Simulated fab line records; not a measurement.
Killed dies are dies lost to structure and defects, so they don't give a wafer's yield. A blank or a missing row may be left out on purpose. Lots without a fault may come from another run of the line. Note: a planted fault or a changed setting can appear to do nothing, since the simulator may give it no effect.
The tool behind it: which one? || flow sfq_line || 7 lots with 20 wafers sampled at 2 steps, on a route of 325 steps

== WHAT EACH GAUGE READ, for each wafer ==
SFQ_L0_RS_MEAS_901: the measuring method here is four-point-probe.
{"lot": "L131", "measured": "day 1 22:35", "on": "film_metro-01", "L0_MONX_KI_RS (ohm/sq)": "44.0 43.4 43.3"}
{"lot": "L133", "measured": "day 2 08:34", "on": "film_metro-01", "L0_MONX_KI_RS (ohm/sq)": "43.5 43.2 43.6"}
{"lot": "L140", "measured": "day 3 19:36", "on": "film_metro-02", "L0_MONX_KI_RS (ohm/sq)": "76.2 43.0 76.3 42.9"}
{"lot": "L143", "measured": "day 4 10:34", "on": "film_metro-01", "L0_MONX_KI_RS (ohm/sq)": "44.5 44.1 44.7"}
{"lot": "L145", "measured": "day 4 20:36", "on": "film_metro-04", "L0_MONX_KI_RS (ohm/sq)": "42.6 43.3 42.6"}
{"lot": "L149", "measured": "day 5 16:34", "on": "film_metro-04", "L0_MONX_KI_RS (ohm/sq)": "43.2 43.2 43.1"}
{"lot": "L151", "measured": "day 6 02:34", "on": "film_metro-02", "L0_MONX_KI_RS (ohm/sq)": "43.2 43.4 43.8"}

== TOOL THAT RAN EACH LOT (tool first, then ch and the chambers of the sampled wafers, then the start) ==
{"lot": "L131", "SFQ_TRILAYER_L0_DEP_SPUTTER_003": "pvd_sputter-03, day 1 22:29"}
{"lot": "L133", "SFQ_TRILAYER_L0_DEP_SPUTTER_003": "pvd_sputter-06, day 2 08:29"}
{"lot": "L140", "SFQ_TRILAYER_L0_DEP_SPUTTER_003": "pvd_sputter-06, day 3 19:29"}
{"lot": "L143", "SFQ_TRILAYER_L0_DEP_SPUTTER_003": "pvd_sputter-03, day 4 10:29"}
{"lot": "L145", "SFQ_TRILAYER_L0_DEP_SPUTTER_003": "pvd_sputter-03, day 4 20:29"}
{"lot": "L149", "SFQ_TRILAYER_L0_DEP_SPUTTER_003": "pvd_sputter-04, day 5 16:29"}
{"lot": "L151", "SFQ_TRILAYER_L0_DEP_SPUTTER_003": "pvd_sputter-04, day 6 02:29"}
- SFQ_TRILAYER_L0_DEP_SPUTTER_003: material MoNx KI, target thk 40 nm, time 100 s.

== THE ANSWER, worked out from the rows above alone ==
Rule: the usual values come from the lots themselves. Put in order of their means at a reading, lots are off if they are a third of the lots or fewer, leave a main group of 4 or more, and stand apart from it by a gap of 3 or more times the standard deviation of the main group's means; of several such gaps the widest counts. If all means in a main group match to the digits the tables above print for the reading, that group is not used. Also off: a lot with no number at a reading for which 4 or more lots have one. Any other lot the step has rows for is counted as sound.
Off: at SFQ_L0_RS_MEAS_901 (L0_MONX_KI_RS), L140. For the main group the mean is 43.5 ohm/sq and the standard deviation 0.49.
If a tool, at a process step before that reading, ran all the lots that are off and no sound lot after the first of them, it fits. Gauges at SFQ_L0_RS_MEAS_901: tried the same way as those tools. One fits: SFQ_TRILAYER_L0_DEP_SPUTTER_003 on pvd_sputter-06. A fault onset in the window from L133 (day 2 08:29, its last sound lot) to L140 (day 3 19:29, its first lot off) fits.

== WHAT HAD BEEN PUT IN BY THE SIMULATOR ==
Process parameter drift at SFQ_TRILAYER_L0_DEP_SPUTTER_003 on pvd_sputter-06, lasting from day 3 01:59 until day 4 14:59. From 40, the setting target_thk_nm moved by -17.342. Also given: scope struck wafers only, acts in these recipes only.
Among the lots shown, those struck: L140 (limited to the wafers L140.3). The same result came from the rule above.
